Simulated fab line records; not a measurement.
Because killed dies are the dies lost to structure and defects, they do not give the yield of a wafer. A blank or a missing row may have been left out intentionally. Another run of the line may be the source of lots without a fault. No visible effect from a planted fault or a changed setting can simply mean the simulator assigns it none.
Which of the tools did it? ; flow gf180mcu ; 13 lots, 39 wafers sampled, at 4 steps of a route of 602

WHAT THE GAUGES READ, wafer by wafer
GF_PASSIVATION_THK_MEAS_03.
lot;measured;on;PASSIVATION_CVD_02_THK (nm)
L303;day 28 02:21;film-metro-03;685 701 700
L304;day 28 09:50;film-metro-01;700 714 718
L311;day 30 14:29;film-metro-01;675 696 684
L314;day 31 12:54;film-metro-03;703 693 702
L316;day 32 01:40;film-metro-03;679 697 698
L317;day 32 05:58;film-metro-03;704 710 698
L320;day 32 23:14;film-metro-03;692 708 705
L321;day 33 04:37;film-metro-03;689 691 693
L322;day 33 07:26;film-metro-01;689 690 700
L323;day 33 15:22;film-metro-01;684 690 687
L324;day 33 17:59;film-metro-01;698 701 715
L325;day 34 00:45;film-metro-01;688 691 697
L326;day 34 05:47;film-metro-03;702 690 686

GF_PASSIVATION_BOW_MEAS_14.
lot;measured;on;PASSIVATION_BOW (um)
L303;day 28 23:55;film-metro-03;151 145 144
L304;day 29 06:37;film-metro-01;132 151 149
L311;day 31 09:32;film-metro-02;142 150 151
L314;day 32 07:33;film-metro-02;136 131 134
L316;day 32 19:50;film-metro-02;146 136 133
L317;day 33 00:09;film-metro-03;118 140 123
L320;day 33 16:38;film-metro-03;135 136 136
L321;day 33 22:08;film-metro-03;127 129 122
L322;day 34 00:41;film-metro-02;119 135 122
L323;day 34 08:08;film-metro-03;151 155 146
L324;day 34 10:46;film-metro-01;134 122 122
L325;day 34 17:04;film-metro-01;138 148 146
L326;day 34 21:47;film-metro-01;157 146 138

TOOL THAT RAN EACH LOT (tool first, then ch and the chambers of the sampled wafers, then the start)
lot;GF_DUAL_GATE_EXPOSE_08;GF_TOP_METAL_SPUTTER_03
L303;iline-stepper-01 ch 0, day 8 00:15;pvd-sputter-03, day 27 05:05
L304;iline-stepper-01 ch 0, day 8 08:05;pvd-sputter-04, day 27 13:17
L311;iline-stepper-01 ch 0, day 10 06:25;pvd-sputter-03, day 29 18:26
L314;iline-stepper-02 ch 0, day 11 05:56;pvd-sputter-04, day 30 17:52
L316;iline-stepper-02 ch 0, day 11 17:16;pvd-sputter-04, day 31 06:22
L317;iline-stepper-02 ch 0, day 11 22:43;pvd-sputter-02, day 31 11:30
L320;iline-stepper-02 ch 0, day 12 19:14;pvd-sputter-03, day 32 05:05
L321;iline-stepper-02 ch 0, day 13 02:02;pvd-sputter-03, day 32 11:22
L322;iline-stepper-02 ch 0, day 13 08:55;pvd-sputter-04, day 32 14:29
L323;iline-stepper-02 ch 0, day 13 18:58;pvd-sputter-02, day 32 22:22
L324;iline-stepper-02 ch 0, day 13 20:08;pvd-sputter-04, day 33 00:56
L325;iline-stepper-02 ch 0, day 14 06:04;pvd-sputter-04, day 33 08:08
L326;iline-stepper-02 ch 0, day 14 10:29;pvd-sputter-02, day 33 12:44
- GF_DUAL_GATE_EXPOSE_08: exposes mask Dualgate, target cd 700 nm.
- GF_TOP_METAL_SPUTTER_03: material Ti, target thk 5 nm, time 3.3 s.

AS READ BY THE TOOLS THEMSELVES (means over the sampled wafers that have a number; for cases with no such wafer, the mark the record gives instead)
GF_TOP_METAL_SPUTTER_03.
lot;tool;throttle-valve-pct (%)
L303;pvd-sputter-03;29.6
L304;pvd-sputter-04;30.2
L311;pvd-sputter-03;30.1
L314;pvd-sputter-04;30.0
L316;pvd-sputter-04;28.0
L317;pvd-sputter-02;30.3
L320;pvd-sputter-03;30.2
L321;pvd-sputter-03;29.3
L322;pvd-sputter-04;30.1
L323;pvd-sputter-02;30.2
L324;pvd-sputter-04;29.2
L325;pvd-sputter-04;29.1
L326;pvd-sputter-02;30.1

THE ANSWER, worked out from the rows above alone
Rule: the usual values come from the lots themselves. Put in order of their means at a reading, lots are off if they are a third of the lots or fewer, leave a main group of 4 or more, and stand apart from it by a gap of 3 or more times the standard deviation of the main group's means; of several such gaps the widest counts. Not used: any main group whose means are identical at the precision the tables above print for the reading. A lot without any number at a reading at which 4 lots or more have one is off too. Where the step has rows for the other lots, those lots are counted as sound. The gauges are gone through in route order, then the tools' own readings, and for those a lot's mean is taken as printed above. The first step at which some lot is off is used, and at that step the reading that is off furthest; a lot without a number counts as furthest.
No lot is off on any of the readings shown, so nothing can be concluded from this.

WHAT THE SIMULATOR HAD PUT IN
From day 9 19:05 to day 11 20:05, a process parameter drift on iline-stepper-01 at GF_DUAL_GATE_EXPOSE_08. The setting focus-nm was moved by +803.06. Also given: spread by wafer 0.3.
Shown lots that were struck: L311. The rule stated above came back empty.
